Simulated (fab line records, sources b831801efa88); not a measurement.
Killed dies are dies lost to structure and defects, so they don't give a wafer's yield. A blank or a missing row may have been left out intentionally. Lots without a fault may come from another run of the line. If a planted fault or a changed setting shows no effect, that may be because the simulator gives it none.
Matching of chambers + flow gf180mcu + GF_MIM_CVD_05 on pecvd-03: 3 sister chambers
The step deposits Si3N4, target thk 42 nm, time 29.086 s. 3 wafers are shown with their chamber, then 7 later ones without.

== WAFERS, EACH WITH ITS CHAMBER ==
| wafer  | chamber | heater_power_w (W) |
|--------|---------|--------------------|
| L380.3 | 2       | 589                |
| L383.4 | 1       | 678                |
| L383.5 | 0       | 551                |

== WAFERS WITHOUT THEIR CHAMBER ==
| wafer  | heater_power_w (W) |
|--------|--------------------|
| L383.6 | 547                |
| L387.1 | 570                |
| L387.3 | 630                |
| L387.4 | 529                |
| L391.2 | 543                |
| L391.3 | 604                |
| L391.5 | 528                |

== WHICH CHAMBER EACH ONE RAN IN ==
| wafer  | from the rows above          | in truth |
|--------|------------------------------|----------|
| L383.6 | can't be placed: 0 or 2      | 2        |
| L387.1 | can't be placed: 0 or 2      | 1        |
| L387.3 | can't be placed: 2 or 1 or 0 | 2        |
| L387.4 | can't be placed: 0 or 2      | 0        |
| L391.2 | can't be placed: 0 or 2      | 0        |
| L391.3 | can't be placed: 2 or 0      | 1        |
| L391.5 | can't be placed: 0 or 2      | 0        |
0 of 7 placed correctly. From these rows, 7 cannot be placed; in 5 the true chamber is one of the candidates. Placed wrongly: 0.
How it was worked out, from the rows above alone: a wafer's distance from a chamber is the root of the sum, over the readings, of the square of ((its reading less the chamber's mean) divided by the reading's scatter). The wafer belongs to the nearest chamber; if the next one is less than 2 further off, it can't be placed. A chamber's mean is the mean of its shown wafers. The scatter: with one shown wafer a chamber, the root of the mean of the squares of how far each hidden wafer lies from its nearest shown one.
